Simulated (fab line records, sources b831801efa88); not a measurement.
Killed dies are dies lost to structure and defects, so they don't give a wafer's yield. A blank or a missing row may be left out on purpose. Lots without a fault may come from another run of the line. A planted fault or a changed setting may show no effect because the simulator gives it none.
Problem report in the 8D (eight disciplines) form, filled by code | flow sfq_line | the parts of the form that need people (team, actions taken, sign-off) are left out

1. THE PROBLEM
exposure_dose_mJ_cm2 at SFQ_TRILAYER_JJ_CE_LITHO_EXPOSE_115 reads a mean of 15.765 on 9 wafers of 3 lots; wafers without a fault read 14.403 with a standard deviation of 0.016. That is +85 standard deviations from the usual mean.
The step: exposes mask J5, target cd 700 nm.
First seen on wafer L153.1, day 59 13:27, on krf_scanner-02. The record holds 27 wafers of 9 lots with a number at this step. Rule for "out", or "out of limits": more than 4 standard deviations from the usual mean. The other wafers with a number count as sound.

2. WHAT IT IS AND WHAT IT IS NOT
question                    | is                     | is not
which readings at this step | exposure_dose_mJ_cm2   | -
which lots                  | L153, L154, L155       | L150, L151, L152, L163, L164, L165
which wafers of those lots  | all that have a number | -
read on which tools         | krf_scanner-02         | krf_scanner-01
when                        | from day 59 13:27      | up to then (9 sound wafers); but 9 sound wafers of L163, L164, L165 came after

3. SUSPECTS, AND WHAT RULES EACH OUT
Counting: a tool at a process step up to the reading stays a suspect if it ran every lot that is out and no sound lot after the first of them.
- krf_scanner-02 at SFQ_TRILAYER_JJ_CE_LITHO_EXPOSE_115 (exposes mask J5, target cd 700 nm): kept. It ran every lot that is out, first L153 (day 59 13:27), and no sound lot after that; its last sound lot up to then is L152 (day 59 08:03). Its own readings are out on those wafers: exposure_dose_mJ_cm2.
Left after counting: krf_scanner-02 at SFQ_TRILAYER_JJ_CE_LITHO_EXPOSE_115.

4. THE CAUSE (what the simulator had put in)
Process parameter drift: krf_scanner-02, from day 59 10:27 on, at SFQ_TRILAYER_JJ_CE_LITHO_EXPOSE_115. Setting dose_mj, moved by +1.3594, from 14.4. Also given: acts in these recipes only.
Counting left only this tool.

5. THE CHAIN OF EFFECTS, in route order
Each row: a reading whose mean over the struck wafers that have a number lies more than 3 standard deviations from the usual. Only readings for which the record gives a usual standard deviation are gone through. hours: the time from each lot's start at the first step in this table that gives one to its start at this step, as a median over the lots. sigmas: the change in usual standard deviations.
hours | step                                 | reading              | usual    | on struck wafers | change | sigmas
0     | SFQ_TRILAYER_JJ_CE_LITHO_EXPOSE_115  | exposure_dose_mJ_cm2 | 14.403   | 15.765           | +1.362 | +85
2     | SFQ_TRILAYER_JJ_CE_METRO_MEASURE_117 | cd_nm                | 700.4 nm | 685.2            | -15.2  | -12
The process steps in it:
- SFQ_TRILAYER_JJ_CE_LITHO_EXPOSE_115: exposes mask J5, target cd 700 nm.
- SFQ_TRILAYER_JJ_CE_METRO_MEASURE_117
Later measuring or inspecting steps at which every struck wafer that the step has a row for has a number for every such reading, and none has moved that far: SFQ_M5_OVL_MEAS_932.

6. WHAT WOULD HAVE CAUGHT IT SOONER
In this record the first reading out of limits was taken at day 59 13:27, 3 hours after the fault began at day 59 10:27.
